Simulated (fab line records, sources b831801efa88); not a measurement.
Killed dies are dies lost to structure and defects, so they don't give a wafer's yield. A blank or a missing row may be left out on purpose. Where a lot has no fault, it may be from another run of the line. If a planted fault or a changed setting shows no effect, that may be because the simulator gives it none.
What tool caused it? ; flow gf180mcu ; 14 lots, 42 wafers sampled, at 2 steps of a route of 602

== WHAT EACH GAUGE READ, for each wafer ==
GF_VT_IMPLANT_TW_MEAS_43. Usual: VT_IMPLANT_4_TW typically reads 690, with standard deviation 6.6.
lot;measured;on;VT_IMPLANT_4_TW;flag
L462;day 7 13:13;filmMetro-04;682 681 679;
L464;day 8 03:14;filmMetro-04;685 688 683;
L463;day 8 04:31;filmMetro-01;700 697 702;
L466;day 8 17:54;filmMetro-01;700 701 699;
L467;day 8 21:50;filmMetro-01;701 698 699;
L468;day 9 07:52;filmMetro-04;689 685 685;
L469;day 9 15:50;filmMetro-01;698 698 694;
L470;day 9 20:47;filmMetro-01;697 695 694;
L471;day 9 23:44;filmMetro-01;695 689 695;
L473;day 10 19:09;filmMetro-01;696 695 698;
L474;day 10 23:32;filmMetro-04;1165 1165 1163 1165 1161 1163;OFF
L475;day 11 04:58;filmMetro-01;695 696 694;
L476;day 11 14:22;filmMetro-04;1170 1176 1180 1171 1176 1171;OFF
L485;day 14 03:44;filmMetro-03;681 680 679;

== WHICH TOOL RAN EACH LOT (tool, then ch and the chambers of the sampled wafers, then the start) ==
lot;GF_VT_IMPLANT_IMPLANT_41
L462;implanter-04 ch 0, day 7 12:58
L464;implanter-04 ch 0, day 8 02:59
L463;implanter-01 ch 0, day 8 04:16
L466;implanter-04 ch 0, day 8 17:39
L467;implanter-04 ch 0, day 8 21:35
L468;implanter-03 ch 0, day 9 07:36
L469;implanter-01 ch 0, day 9 15:35
L470;implanter-01 ch 0, day 9 20:34
L471;implanter-04 ch 0, day 9 23:31
L473;implanter-03 ch 0, day 10 18:54
L474;implanter-04 ch 0, day 10 23:17
L475;implanter-03 ch 0, day 11 04:43
L476;implanter-04 ch 0, day 11 14:09
L485;implanter-01 ch 0, day 14 03:31
- GF_VT_IMPLANT_IMPLANT_41

== WHAT THE TOOLS THEMSELVES READ (means of the sampled wafers that have a number; where no wafer has one, the mark that the record gives instead) ==
GF_VT_IMPLANT_IMPLANT_41. Usual: doseIonsCm2 1.0132e+12, standard deviation 1e+09; faradayCurrentUA 5.74, standard deviation 0.12; tiltDeg 6.997 degrees, standard deviation 0.022.
lot;tool;doseIonsCm2;faradayCurrentUA;tiltDeg (degrees);flag
L462;implanter-04;1.0127e+12;5.74;6.996;
L464;implanter-04;1.0131e+12;5.71;6.998;
L463;implanter-01;1.0127e+12;5.71;7.001;
L466;implanter-04;1.0145e+12;5.74;7.006;
L467;implanter-04;1.0128e+12;5.77;6.969;
L468;implanter-03;1.0131e+12;5.70;7.008;
L469;implanter-01;1.0144e+12;5.93;6.988;
L470;implanter-01;1.0139e+12;5.73;6.997;
L471;implanter-04;1.0132e+12;5.78;7.046;
L473;implanter-03;1.0131e+12;5.76;6.992;
L474;implanter-04;5.4631e+12;30.69;6.985;OFF
L475;implanter-03;1.0131e+12;5.68;6.997;
L476;implanter-04;5.4621e+12;30.61;7.003;OFF
L485;implanter-01;1.0138e+12;5.83;6.978;

== THE ANSWER, worked out from the rows above alone ==
Rule: take the mean of a lot's wafers that have a number; if it is more than 3 standard deviations from the usual mean, the lot is off. Also off: a lot with no number at a reading for which 4 or more lots have one. Where the step has rows for the other lots, those lots are counted as sound. After the gauges, taken in route order, come the tools' own readings; for these a lot's mean is taken, as printed above. The first step at which some lot is off is used, and at that step the reading that is off furthest; a lot without a number counts as furthest.
Off: L474, L476, seen at GF_VT_IMPLANT_TW_MEAS_43 (VT_IMPLANT_4_TW).
If a tool, at a process step before that reading, ran all the lots that are off and no sound lot after the first of them, it fits. The gauges at GF_VT_IMPLANT_TW_MEAS_43 aren't tried: what is off there is off at GF_VT_IMPLANT_IMPLANT_41 too, on other tools, and a gauge's error can't cause that. One candidate fits, namely implanter-04 at GF_VT_IMPLANT_IMPLANT_41. Its last sound lot is L471 (day 9 23:31), its first lot that is off L474 (day 10 23:17): a fault that began between those two fits.
The tool's own readings at GF_VT_IMPLANT_IMPLANT_41 bear it out: on the lots that are off they differ by more than 5 times the standard deviation of the sound lots' means. doseIonsCm2 reads 5.4626e+12 there against 1.0134e+12 on the sound lots; faradayCurrentUA reads 30.65 there against 5.76 on the sound lots.

== WHAT THE SIMULATOR HAD PUT IN ==
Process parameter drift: implanter-04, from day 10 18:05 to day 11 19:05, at GF_VT_IMPLANT_IMPLANT_41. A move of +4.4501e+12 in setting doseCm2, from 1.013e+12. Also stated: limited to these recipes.
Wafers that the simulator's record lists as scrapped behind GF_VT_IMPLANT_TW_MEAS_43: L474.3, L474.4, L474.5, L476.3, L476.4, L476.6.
Lots struck among those shown: L474, L476. The same result came from the rule above.
